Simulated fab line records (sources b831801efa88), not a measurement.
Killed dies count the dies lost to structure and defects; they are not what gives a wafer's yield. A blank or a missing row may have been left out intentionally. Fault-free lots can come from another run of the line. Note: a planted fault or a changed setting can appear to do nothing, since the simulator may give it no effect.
Which tool did it? -- flow gf180mcu -- 14 lots with 42 wafers sampled at 2 steps, on a route of 602 steps

== WHAT EACH GAUGE READ, for each wafer ==
GF_M5_CD_MEAS_07: target cd 280 nm. Usual: 280.1 nm for cdNm, sd 1.5.
lot,measured,on,cdNm (nm),flag
L440,day 26 06:10,cdSem-02,279.1 280.0 277.7,
L443,day 27 03:05,cdSem-01,278.7 279.6 277.8,
L444,day 27 22:53,cdSem-02,278.9 278.9 279.0,
L448,day 29 07:20,cdSem-01,- - -,OFF
L447,day 29 08:11,cdSem-01,- - -,OFF
L453,day 30 19:38,cdSem-01,281.0 280.3 279.9,
L454,day 31 01:29,cdSem-02,278.0 278.2 278.8,
L456,day 31 10:37,cdSem-01,279.4 280.4 280.9,
L457,day 31 16:50,cdSem-01,280.2 279.9 278.2,
L458,day 31 17:35,cdSem-01,278.7 279.4 278.7,
L459,day 32 00:43,cdSem-01,279.2 278.5 279.3,
L460,day 32 06:29,cdSem-01,281.9 282.2 281.5,
L462,day 32 21:17,cdSem-01,280.2 279.2 279.0,
L463,day 32 22:07,cdSem-02,281.2 281.1 282.4,

== TOOL THAT RAN EACH LOT (tool first, then ch and the chambers of the sampled wafers, then the start) ==
lot,GF_M5_EXPOSE_04
L440,"krfScanner-01 ch 0, day 25 20:07"
L443,"krfScanner-01 ch 0, day 26 17:37"
L444,"krfScanner-02 ch 0, day 27 13:43"
L448,"krfScanner-01, day 28 21:31"
L447,"krfScanner-01, day 28 22:35"
L453,"krfScanner-01 ch 0, day 30 10:15"
L454,"krfScanner-01 ch 0, day 30 17:11"
L456,"krfScanner-01 ch 0, day 31 02:28"
L457,"krfScanner-01 ch 0, day 31 07:49"
L458,"krfScanner-01 ch 0, day 31 08:26"
L459,"krfScanner-02 ch 0, day 31 16:44"
L460,"krfScanner-02 ch 0, day 31 21:38"
L462,"krfScanner-01 ch 0, day 32 13:10"
L463,"krfScanner-01 ch 0, day 32 13:49"
- GF_M5_EXPOSE_04: exposes mask Metal5, target cd 280 nm.

== WHAT THE TOOLS THEMSELVES READ (means of the sampled wafers that have a number; where no wafer has one, the mark that the record gives instead) ==
GF_M5_EXPOSE_04. Usual: exposureDoseMJCm2 27.999, standard deviation 0.025; focusOffsetNm 0.0 nm, standard deviation 0.51.
lot,tool,exposureDoseMJCm2,focusOffsetNm (nm),flag
L440,krfScanner-01,27.990,-0.8,
L443,krfScanner-01,28.029,-0.3,
L444,krfScanner-02,27.989,-0.5,
L448,krfScanner-01,-,-,OFF
L447,krfScanner-01,-,-,OFF
L453,krfScanner-01,27.993,0.1,
L454,krfScanner-01,28.008,-0.3,
L456,krfScanner-01,27.976,-0.0,
L457,krfScanner-01,27.981,-0.3,
L458,krfScanner-01,27.996,0.6,
L459,krfScanner-02,27.975,0.2,
L460,krfScanner-02,27.991,-0.1,
L462,krfScanner-01,27.976,-0.1,
L463,krfScanner-01,27.992,-0.7,

== THE ANSWER, worked out from the rows above alone ==
Rule: a lot counts as off when the mean over its wafers that have a number is more than 3 standard deviations away from the usual mean. Also off: a lot with no number at a reading for which 4 or more lots have one. The other lots that the step has rows for count as sound. After the gauges, taken in route order, come the tools' own readings; for these a lot's mean is taken, as printed above. The first step at which some lot is off is used, and at that step the reading that is off furthest; a lot without a number counts as furthest.
Off: L448, L447 (GF_M5_CD_MEAS_07, cdNm). Without a number there: L448, L447.
If a tool, at a process step before that reading, ran all the lots that are off and no sound lot after the first of them, it fits. Not tried: the gauges at GF_M5_CD_MEAS_07; whatever is off there is also off at GF_M5_EXPOSE_04, on other tools, and gauge error can't account for it. Of those tried, none fits.

== WHAT WAS PUT IN BY THE SIMULATOR ==
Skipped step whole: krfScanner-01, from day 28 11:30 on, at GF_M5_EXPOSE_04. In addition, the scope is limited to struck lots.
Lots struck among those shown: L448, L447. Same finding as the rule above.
